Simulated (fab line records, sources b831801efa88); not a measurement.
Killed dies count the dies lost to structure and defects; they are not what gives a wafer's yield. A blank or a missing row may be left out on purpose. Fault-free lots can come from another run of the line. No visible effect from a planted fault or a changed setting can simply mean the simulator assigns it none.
Which of the tools did it? / flow gf180mcu / 7 lots, 21 wafers sampled, at 1 step of a route of 602

WHAT THE GAUGES READ, wafer by wafer
GF_M4_RS_MEAS_05: measurement is done with a four-point probe.
lot=L699; measured=day 22 23:11; on=filmMetro-03; M4_ALCU_RS (ohm/sq)=0.0693 0.0692 0.0693
lot=L701; measured=day 23 08:15; on=filmMetro-03; M4_ALCU_RS (ohm/sq)=0.0703 0.0700 0.0694
lot=L706; measured=day 25 14:02; on=filmMetro-03; M4_ALCU_RS (ohm/sq)=0.0695 0.0688 0.0695
lot=L708; measured=day 26 09:24; on=filmMetro-03; M4_ALCU_RS (ohm/sq)=0.0705 0.0698 0.0704
lot=L710; measured=day 26 17:41; on=filmMetro-01; M4_ALCU_RS (ohm/sq)=0.0688 0.0687 0.0691
lot=L712; measured=day 27 10:27; on=filmMetro-01; M4_ALCU_RS (ohm/sq)=0.0691 0.0703 0.0711
lot=L721; measured=day 29 14:58; on=filmMetro-03; M4_ALCU_RS (ohm/sq)=0.0702 0.0701 0.0705

WHICH TOOL RAN EACH LOT (tool, then ch and the chambers of the sampled wafers, then the start)
Before these readings, the record contains no process step.

THE ANSWER, worked out from the rows above alone
Rule: the lots themselves supply what counts as usual. The widest of any qualifying gaps counts: lots, ordered by their means at a reading, are off when they make up no more than a third of the lots, leave a main group of 4 or more, and stand apart from it by 3 or more times the standard deviation of that group's means. A main group is skipped when, at the precision printed for the reading in the tables above, its means are all equal. A lot without any number at a reading at which 4 lots or more have one is off too. Where the step has rows for the other lots, those lots are counted as sound.
Nothing can be told from this: no lot is off at any reading shown.

WHAT THE SIMULATOR PUT IN
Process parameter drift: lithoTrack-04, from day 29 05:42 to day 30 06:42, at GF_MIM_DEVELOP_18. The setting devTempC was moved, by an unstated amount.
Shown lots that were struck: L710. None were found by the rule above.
